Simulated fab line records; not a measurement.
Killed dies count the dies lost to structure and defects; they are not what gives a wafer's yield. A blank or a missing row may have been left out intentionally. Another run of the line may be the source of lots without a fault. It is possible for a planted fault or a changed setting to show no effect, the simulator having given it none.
Matching of chambers || flow sky130 || SKY_VIA3_CMP_24 on cmp-02: 4 sister chambers
The step polishes, stops on SiO2, t overpolish 20 s, target thk 0 nm. 4 wafers are shown with their chamber, then 7 later ones without.

## WAFERS WITH THEIR CHAMBER
{"wafer": "L416.3", "chamber": 1, "motorCurrentA (A)": 12.4}
{"wafer": "L416.4", "chamber": 3, "motorCurrentA (A)": 10.9}
{"wafer": "L422.2", "chamber": 2, "motorCurrentA (A)": 10.2}
{"wafer": "L422.3", "chamber": 0, "motorCurrentA (A)": 9.5}

## WAFERS WHOSE CHAMBER IS MISSING
{"wafer": "L422.5", "motorCurrentA (A)": 11.1}
{"wafer": "L423.1", "motorCurrentA (A)": 12.6}
{"wafer": "L423.2", "motorCurrentA (A)": 9.8}
{"wafer": "L423.3", "motorCurrentA (A)": 9.2}
{"wafer": "L424.2", "motorCurrentA (A)": 10.1}
{"wafer": "L424.3", "motorCurrentA (A)": 12.8}
{"wafer": "L424.4", "motorCurrentA (A)": 9.8}

## EACH ONE'S CHAMBER
{"wafer": "L422.5", "from the rows above": 3, "in truth": 3}
{"wafer": "L423.1", "from the rows above": 1, "in truth": 1}
{"wafer": "L423.2", "from the rows above": "can't be placed: 0 or 2", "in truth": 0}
{"wafer": "L423.3", "from the rows above": 0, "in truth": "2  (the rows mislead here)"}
{"wafer": "L424.2", "from the rows above": "can't be placed: 2 or 0", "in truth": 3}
{"wafer": "L424.3", "from the rows above": 1, "in truth": 1}
{"wafer": "L424.4", "from the rows above": "can't be placed: 0 or 2", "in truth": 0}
3 of 7 placed correctly. These rows do not allow placing 3 (true chamber among the candidates in 2). 1 placed wrongly.
How it was worked out, from the rows above alone: a wafer's distance from a chamber is the root of the sum, over the readings, of the square of ((its reading less the chamber's mean) divided by the reading's scatter). The wafer belongs to the nearest chamber; if the next one is less than 2 further off, it can't be placed. The mean given for a chamber averages the wafers shown for that chamber. The scatter (one wafer shown for each chamber): square how far every hidden wafer sits from the nearest shown wafer, average those squares and take the square root.
